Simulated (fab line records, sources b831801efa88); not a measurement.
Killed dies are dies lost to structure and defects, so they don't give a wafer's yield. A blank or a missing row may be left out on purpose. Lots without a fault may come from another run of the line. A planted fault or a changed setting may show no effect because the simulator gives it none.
A struck lot beside a sound one | flow sky130 | 15 steps out of a route of 708
Sound: wafers L917.1, L917.3, L917.6. Struck: wafers L923.1, L923.2, L923.4. The cause comes at the end.
At each step with rows: each side's tool, then ch and its chambers, then its first start. Under that, the readings that differ: sound wafers | struck wafers | difference of the means | sigmas: that difference in standard deviations of wafers without a fault.
alike: readings whose means differ by less than 2 such deviations, and words and numbers that are the same on both sides. not compared: withheld readings, readings that some wafer has no value for, bounds like >300 that may hide the same value, and numbers for which the record gives no deviation and whose values overlap.
The two part at a step that has a row with sigmas, a row that says differs or no value, or rows on one side only. Numbers that don't overlap but have no deviation are shown without sigmas and don't part them. A reading that every wafer of one side lacks parts them only if that side has two wafers or more.

first, 2 steps without rows for these wafers: SKY_VT_ADJUST_LVTN_PEB_05; SKY_VT_ADJUST_LVTN_DEVELOP_06 (develop time 60 s).
SKY_VT_ADJUST_LVTN_OVL_MEAS_07:
  sound on overlay-02, day 10 01:36; struck on overlay-02, day 11 21:12
  alike: VT_ADJUST_LVTN_OVL
then, 1 step without rows for these wafers: SKY_VT_ADJUST_LVTN_IMPLANT_08.
SKY_VT_ADJUST_LVTN_STRIP_09: strips in O2/N2.
  sound on plasma_asher-01 ch 0,1, day 10 01:47; struck on plasma_asher-02 ch 0,1, day 11 21:23
  alike: drypump_motor_current_A, oes_product_au, strip_time_to_endpoint_s
  not compared: rf_hours_counter_h
SKY_VT_ADJUST_LVTN_TW_MEAS_10:
  sound on film_metro-04, day 10 01:53; struck on film_metro-04, day 11 21:29
  alike: VT_ADJUST_LVTN_TW
then, 6 steps without rows for these wafers: SKY_VT_ADJUST_LVTN_DEHYDRATE_11 (time 60 s); SKY_VT_ADJUST_LVTN_HMDS_12 (prime time 60 s); SKY_VT_ADJUST_LVTN_COAT_13 (resist thk 1140 nm); SKY_VT_ADJUST_LVTN_SOFTBAKE_14 (time 60 s); SKY_VT_ADJUST_LVTN_EXPOSE_15 (exposes mask HVN STD DERIVED, target cd 600 nm); SKY_VT_ADJUST_LVTN_PEB_16.
SKY_VT_ADJUST_LVTN_DEVELOP_17: develop time 62.06 s.
  sound on litho_track-03 ch 0, day 10 23:57; struck on litho_track-03 ch 0, day 12 22:00
  reading                         | sound             | struck            | difference | sigmas
  developer_temp_C (C)            | 22.97 22.89 23.19 | 25.32 25.34 25.17 | +2.26      | +25
  model.VT_ADJUST_LVTN.cd_nm (nm) | 601 601.3 602     | 595.2 595.8 594.9 | -6.1       |
SKY_VT_ADJUST_LVTN_OVL_MEAS_18:
  sound on overlay-02, day 11 00:06; struck on overlay-01, day 12 22:09
  alike: VT_ADJUST_LVTN_01_OVL
SKY_PAD_OPEN_PROBE_99:
  the record has rows for the sound wafers here (prober-01, day 48 18:43) and none for the struck ones

WHERE THEY PART
First at SKY_VT_ADJUST_LVTN_DEVELOP_17; last, within this record, at SKY_PAD_OPEN_PROBE_99.

WHY: what the simulator had put in
Process parameter drift: litho_track-03, from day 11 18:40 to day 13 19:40, at SKY_VT_ADJUST_LVTN_DEVELOP_17. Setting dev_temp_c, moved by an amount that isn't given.
